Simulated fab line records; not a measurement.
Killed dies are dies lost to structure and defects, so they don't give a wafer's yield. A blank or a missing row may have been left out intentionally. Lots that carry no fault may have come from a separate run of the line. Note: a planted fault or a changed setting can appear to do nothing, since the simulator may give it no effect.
Which of the tools did it? || flow gf180mcu || 41 wafers from 14 lots sampled at 4 of the route's 602 steps

WHAT THE GAUGES SHOWED, per wafer
No reading from a measuring or inspecting step in the record can be judged against a usual standard deviation.

WHAT TOOL EACH LOT RAN ON (gives the tool, then ch and the chambers of the sampled wafers, and finally the start)
{"lot": "L945", "GF_V1_SPUTTER_22": "pvd_sputter-04, day 18 18:37", "GF_M2_SPUTTER_01": "pvd_sputter-01, day 18 19:20", "GF_V2_SOFTBAKE_10": "litho_track-03 ch 0, day 20 09:00", "GF_M3_SPUTTER_03": "pvd_sputter-04, day 21 00:03"}
{"lot": "L946", "GF_V1_SPUTTER_22": "pvd_sputter-01, day 19 00:25", "GF_M2_SPUTTER_01": "pvd_sputter-02, day 19 01:15", "GF_V2_SOFTBAKE_10": "litho_track-04 ch 0, day 20 14:00", "GF_M3_SPUTTER_03": "pvd_sputter-02, day 21 04:54"}
{"lot": "L947", "GF_V1_SPUTTER_22": "pvd_sputter-04, day 19 22:22", "GF_M2_SPUTTER_01": "pvd_sputter-01, day 19 23:06", "GF_V2_SOFTBAKE_10": "litho_track-04 ch 0, day 21 12:00", "GF_M3_SPUTTER_03": "pvd_sputter-02, day 22 02:33"}
{"lot": "L948", "GF_V1_SPUTTER_22": "pvd_sputter-04, day 20 02:25", "GF_M2_SPUTTER_01": "pvd_sputter-02, day 20 03:09", "GF_V2_SOFTBAKE_10": "litho_track-03 ch 0, day 21 16:00", "GF_M3_SPUTTER_03": "pvd_sputter-04, day 22 06:55"}
{"lot": "L950", "GF_V1_SPUTTER_22": "pvd_sputter-01, day 20 17:10", "GF_M2_SPUTTER_01": "pvd_sputter-02, day 20 17:55", "GF_V2_SOFTBAKE_10": "litho_track-01 ch 0, day 22 07:00", "GF_M3_SPUTTER_03": "pvd_sputter-03, day 22 20:43"}
{"lot": "L949", "GF_V1_SPUTTER_22": "pvd_sputter-01, day 20 19:49", "GF_M2_SPUTTER_01": "pvd_sputter-03, day 20 20:33", "GF_V2_SOFTBAKE_10": "litho_track-04 ch 0, day 22 10:00", "GF_M3_SPUTTER_03": "pvd_sputter-02, day 23 00:01"}
{"lot": "L951", "GF_V1_SPUTTER_22": "pvd_sputter-03, day 20 23:46", "GF_M2_SPUTTER_01": "pvd_sputter-02, day 21 00:30", "GF_V2_SOFTBAKE_10": "litho_track-04 ch 0, day 22 13:00", "GF_M3_SPUTTER_03": "pvd_sputter-02, day 23 02:38"}
{"lot": "L959", "GF_V1_SPUTTER_22": "pvd_sputter-03, day 23 22:13", "GF_M2_SPUTTER_01": "pvd_sputter-01, day 23 22:56", "GF_V2_SOFTBAKE_10": "litho_track-03 ch 0, day 25 10:00", "GF_M3_SPUTTER_03": "pvd_sputter-03, day 25 22:49"}
{"lot": "L961", "GF_V1_SPUTTER_22": "pvd_sputter-01, day 24 13:22", "GF_M2_SPUTTER_01": "pvd_sputter-03, day 24 14:06", "GF_V2_SOFTBAKE_10": "litho_track-03 ch 0, day 26 00:00", "GF_M3_SPUTTER_03": "pvd_sputter-02, day 26 12:49"}
{"lot": "L963", "GF_V1_SPUTTER_22": "pvd_sputter-01, day 25 03:14", "GF_M2_SPUTTER_01": "pvd_sputter-03, day 25 03:58", "GF_V2_SOFTBAKE_10": "litho_track-01 ch 0, day 26 12:00", "GF_M3_SPUTTER_03": "pvd_sputter-02, day 27 01:40"}
{"lot": "L965", "GF_V1_SPUTTER_22": "pvd_sputter-04, day 25 13:55", "GF_M2_SPUTTER_01": "pvd_sputter-02, day 25 14:40", "GF_V2_SOFTBAKE_10": "litho_track-04 ch 0, day 27 00:00", "GF_M3_SPUTTER_03": "pvd_sputter-04, day 27 12:15"}
{"lot": "L966", "GF_V1_SPUTTER_22": "pvd_sputter-01, day 26 03:39", "GF_M2_SPUTTER_01": "pvd_sputter-01, day 26 04:23", "GF_V2_SOFTBAKE_10": "litho_track-01 ch 0, day 27 12:00", "GF_M3_SPUTTER_03": "pvd_sputter-04, day 28 00:56"}
{"lot": "L967", "GF_V1_SPUTTER_22": "pvd_sputter-04, day 26 07:55", "GF_M2_SPUTTER_01": "pvd_sputter-02, day 26 08:40", "GF_V2_SOFTBAKE_10": "litho_track-04 ch 0, day 27 17:00", "GF_M3_SPUTTER_03": "pvd_sputter-04, day 28 04:52"}
{"lot": "L968", "GF_V1_SPUTTER_22": "pvd_sputter-01, day 26 11:46", "GF_M2_SPUTTER_01": "pvd_sputter-03, day 26 12:30", "GF_V2_SOFTBAKE_10": "litho_track-01 ch 0, day 27 21:00", "GF_M3_SPUTTER_03": "pvd_sputter-03, day 28 09:10"}
- GF_V1_SPUTTER_22: material TiN, target thk 10 nm, time 40 s.
- GF_M2_SPUTTER_01: material TiN, target thk 30 nm, time 25 s.
- GF_V2_SOFTBAKE_10: time 60 s.
- GF_M3_SPUTTER_03: material Ti, target thk 10 nm, time 6.7 s.

AS READ BY THE TOOLS THEMSELVES (means over the sampled wafers that have a number; for cases with no such wafer, the mark the record gives instead)
GF_V1_SPUTTER_22.
{"lot": "L945", "tool": "pvd_sputter-04", "throttle_valve_pct (%)": 30.0}
{"lot": "L946", "tool": "pvd_sputter-01", "throttle_valve_pct (%)": 30.6}
{"lot": "L947", "tool": "pvd_sputter-04", "throttle_valve_pct (%)": 29.8}
{"lot": "L948", "tool": "pvd_sputter-04", "throttle_valve_pct (%)": 31.0}
{"lot": "L950", "tool": "pvd_sputter-01", "throttle_valve_pct (%)": 30.5}
{"lot": "L949", "tool": "pvd_sputter-01", "throttle_valve_pct (%)": 30.5}
{"lot": "L951", "tool": "pvd_sputter-03", "throttle_valve_pct (%)": 30.2}
{"lot": "L959", "tool": "pvd_sputter-03", "throttle_valve_pct (%)": 30.9}
{"lot": "L961", "tool": "pvd_sputter-01", "throttle_valve_pct (%)": 30.9}
{"lot": "L963", "tool": "pvd_sputter-01", "throttle_valve_pct (%)": 30.4}
{"lot": "L965", "tool": "pvd_sputter-04", "throttle_valve_pct (%)": 29.8}
{"lot": "L966", "tool": "pvd_sputter-01", "throttle_valve_pct (%)": 30.4}
{"lot": "L967", "tool": "pvd_sputter-04", "throttle_valve_pct (%)": 29.8}
{"lot": "L968", "tool": "pvd_sputter-01", "throttle_valve_pct (%)": 30.6}

GF_M2_SPUTTER_01.
{"lot": "L945", "tool": "pvd_sputter-01", "throttle_valve_pct (%)": 30.3}
{"lot": "L946", "tool": "pvd_sputter-02", "throttle_valve_pct (%)": 29.6}
{"lot": "L947", "tool": "pvd_sputter-01", "throttle_valve_pct (%)": 30.9}
{"lot": "L948", "tool": "pvd_sputter-02", "throttle_valve_pct (%)": 29.8}
{"lot": "L950", "tool": "pvd_sputter-02", "throttle_valve_pct (%)": 29.3}
{"lot": "L949", "tool": "pvd_sputter-03", "throttle_valve_pct (%)": 31.5}
{"lot": "L951", "tool": "pvd_sputter-02", "throttle_valve_pct (%)": 29.9}
{"lot": "L959", "tool": "pvd_sputter-01", "throttle_valve_pct (%)": 30.9}
{"lot": "L961", "tool": "pvd_sputter-03", "throttle_valve_pct (%)": 31.1}
{"lot": "L963", "tool": "pvd_sputter-03", "throttle_valve_pct (%)": 30.6}
{"lot": "L965", "tool": "pvd_sputter-02", "throttle_valve_pct (%)": 29.8}
{"lot": "L966", "tool": "pvd_sputter-01", "throttle_valve_pct (%)": 30.7}
{"lot": "L967", "tool": "pvd_sputter-02", "throttle_valve_pct (%)": 29.4}
{"lot": "L968", "tool": "pvd_sputter-03", "throttle_valve_pct (%)": 31.0}

GF_V2_SOFTBAKE_10.
{"lot": "L945", "tool": "litho_track-03", "run_length_s (s)": 89.24}
{"lot": "L946", "tool": "litho_track-04", "run_length_s (s)": 88.95}
{"lot": "L947", "tool": "litho_track-04", "run_length_s (s)": 88.95}
{"lot": "L948", "tool": "litho_track-03", "run_length_s (s)": 89.29}
{"lot": "L950", "tool": "litho_track-01", "run_length_s (s)": 89.10}
{"lot": "L949", "tool": "litho_track-04", "run_length_s (s)": 88.88}
{"lot": "L951", "tool": "litho_track-04", "run_length_s (s)": 88.99}
{"lot": "L959", "tool": "litho_track-03", "run_length_s (s)": 91.59}
{"lot": "L961", "tool": "litho_track-03", "run_length_s (s)": 92.88}
{"lot": "L963", "tool": "litho_track-01", "run_length_s (s)": 89.26}
{"lot": "L965", "tool": "litho_track-04", "run_length_s (s)": 88.89}
{"lot": "L966", "tool": "litho_track-01", "run_length_s (s)": 89.22}
{"lot": "L967", "tool": "litho_track-04", "run_length_s (s)": 88.94}
{"lot": "L968", "tool": "litho_track-01", "run_length_s (s)": 89.20}

GF_M3_SPUTTER_03.
{"lot": "L945", "tool": "pvd_sputter-04", "throttle_valve_pct (%)": 30.4}
{"lot": "L946", "tool": "pvd_sputter-02", "throttle_valve_pct (%)": 29.5}
{"lot": "L947", "tool": "pvd_sputter-02", "throttle_valve_pct (%)": 30.1}
{"lot": "L948", "tool": "pvd_sputter-04", "throttle_valve_pct (%)": 31.0}
{"lot": "L950", "tool": "pvd_sputter-03", "throttle_valve_pct (%)": 30.9}
{"lot": "L949", "tool": "pvd_sputter-02", "throttle_valve_pct (%)": 29.4}
{"lot": "L951", "tool": "pvd_sputter-02", "throttle_valve_pct (%)": 30.0}
{"lot": "L959", "tool": "pvd_sputter-03", "throttle_valve_pct (%)": 31.1}
{"lot": "L961", "tool": "pvd_sputter-02", "throttle_valve_pct (%)": 29.9}
{"lot": "L963", "tool": "pvd_sputter-02", "throttle_valve_pct (%)": 30.1}
{"lot": "L965", "tool": "pvd_sputter-04", "throttle_valve_pct (%)": 31.0}
{"lot": "L966", "tool": "pvd_sputter-04", "throttle_valve_pct (%)": 30.3}
{"lot": "L967", "tool": "pvd_sputter-04", "throttle_valve_pct (%)": 30.3}
{"lot": "L968", "tool": "pvd_sputter-03", "throttle_valve_pct (%)": 30.7}

THE ANSWER, worked out from the rows above alone
Rule: the usual values come from the lots themselves. The widest of any qualifying gaps counts: lots, ordered by their means at a reading, are off when they make up no more than a third of the lots, leave a main group of 4 or more, and stand apart from it by 3 or more times the standard deviation of that group's means. A main group is skipped when, at the precision printed for the reading in the tables above, its means are all equal. Also off: a lot with no number at a reading for which 4 or more lots have one. Any other lot the step has rows for is counted as sound. The gauges are gone through in route order, then the tools' own readings, and for those a lot's mean is taken as printed above. The first step at which some lot is off is used, and at that step the reading that is off furthest; a lot without a number counts as furthest.
Off at GF_V2_SOFTBAKE_10 (run_length_s): L959, L961. Main group: mean 89.08 s, sd 0.15.
A tool fits if, at that step or a process step before it, it ran every lot that is off, and no sound lot after the first of them. One candidate fits, namely litho_track-03 at GF_V2_SOFTBAKE_10. Its last sound lot is L948 (day 21 16:00), its first lot that is off L959 (day 25 10:00): a fault that began between those two fits.
On the lots that are off, the tool's own readings at GF_V2_SOFTBAKE_10 differ by more than 5 times the standard deviation of the sound lots' means, which bears it out; run_length_s reads 92.23 s there versus 89.08 s on the sound lots.

WHAT THE SIMULATOR HAD INSERTED
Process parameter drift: litho_track-03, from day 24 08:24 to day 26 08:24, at GF_V2_SOFTBAKE_10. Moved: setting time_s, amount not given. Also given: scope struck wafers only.
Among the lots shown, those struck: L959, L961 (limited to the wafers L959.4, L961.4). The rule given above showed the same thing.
